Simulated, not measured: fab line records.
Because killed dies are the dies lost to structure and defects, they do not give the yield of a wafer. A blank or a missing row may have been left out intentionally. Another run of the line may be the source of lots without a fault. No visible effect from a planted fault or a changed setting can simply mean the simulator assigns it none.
8D (eight disciplines) problem report, filled in by code	flow sky130	the parts of the form that need people (team, actions taken, sign-off) are left out

## 1. WHAT WENT WRONG
LI_CONTACT_HDPCVD_THK at SKY_LI_CONTACT_THK_MEAS_01 reads a mean of 1215 nm on 1 wafer of 1 lot; wafers without a fault read 933 nm with a standard deviation of 9.8. Measured from the usual mean, that is +29 standard deviations.
The first sign was on wafer L553.3 at day 31 17:25, on film metro-02. At this step, 33 wafers from 11 lots have a number in the record. By rule, "out" or "out of limits" means more than 4 standard deviations away from the usual mean. All remaining wafers that have a number are taken as sound.

## 2. WHAT IT IS AND WHAT IT IS NOT
question	is	is not
which readings at this step	LI_CONTACT_HDPCVD_THK	-
which lots	L553	L542, L543, L545, L546, L548, L551, L562, L563, L564, L565
which wafers of those lots	L553.3	L553.2, L553.5
read on which gauges	film metro-02	film metro-01, film metro-04
when	from day 31 17:25	up to then (20 sound wafers); but 12 sound wafers of L562, L563, L564, L565 came after

## 3. THE SUSPECTS, EACH WITH WHAT RULES IT OUT
Counting: any tool at a process step up to the reading remains a suspect provided it ran every lot that is out. Sound lots after the first of them don't rule it out here, since some wafers of a struck lot are sound.
- the gauge at SKY_LI_CONTACT_THK_MEAS_01 has been ruled out. All the wafers that are out were read on film metro-02, but those of them that SKY_LI_CONTACT_HDPCVD_00 has rows for are out there too, on other tools.
- plasma asher-03 at SKY_PWDE_STRIP_09 (strips in O2/N2): kept. It processed L553, the lot that is out, at day 6 10:19, and its most recent sound lot before then was L551 at day 5 22:13.
- hdpcvd-02 at SKY_LI_CONTACT_HDPCVD_00 (deposits PSG, target thk 930 nm, time 155 s): kept. It processed L553, the lot that is out, at day 31 17:18, and its most recent sound lot before then was L551 at day 31 02:53. Its own readings are out on those wafers: run length s.
After counting, plasma asher-03 at SKY_PWDE_STRIP_09 and hdpcvd-02 at SKY_LI_CONTACT_HDPCVD_00 remain.

## 4. THE CAUSE (what the simulator had put in)
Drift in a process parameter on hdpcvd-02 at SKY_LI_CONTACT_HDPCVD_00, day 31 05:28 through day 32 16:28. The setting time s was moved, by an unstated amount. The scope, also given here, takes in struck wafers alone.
After counting, 2 suspects remain, this tool included.

## 5. THE EFFECT CHAIN, in route order
Each row: a reading where the mean over the struck wafers with a number is more than 3 standard deviations away from the usual. Scope: only readings with a usual standard deviation given in the record; hours: median across lots of the time from each lot's start at the first step in this table that gives one to its start at this step; sigmas: change in usual standard deviations.
hours	step	reading	usual	on struck wafers	change	sigmas
0	SKY_LI_CONTACT_HDPCVD_00	run length s	182.9 s	228.5	+45.6	+56
0	SKY_LI_CONTACT_THK_MEAS_01	LI_CONTACT_HDPCVD_THK	933 nm	1215	+282	+29
0	SKY_LI_CONTACT_CMP_02	time to endpoint s	33.6 s	62.7	+29.1	+11
It contains these process steps:
- SKY_LI_CONTACT_HDPCVD_00: deposits PSG, target thk 930 nm, time 155 s.
- SKY_LI_CONTACT_CMP_02: polishes PSG.

## 6. WHAT WOULD HAVE CAUGHT IT SOONER
Counted from the fault's start at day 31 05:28, it took 12 hours until the first out-of-limits reading at a measuring or inspecting step in this record, taken at day 31 17:25.
At SKY_LI_CONTACT_HDPCVD_00, the tool's own readings (run length s) were out on each struck wafer the step has a row for, so an alarm limit on them would have fired on the first such wafer.
By day 31 17:25 the whole set of lots that are out, 1 in number, had already begun SKY_LI_CONTACT_HDPCVD_00 on hdpcvd-02. Tool hold at that time: it would have spared none of them.
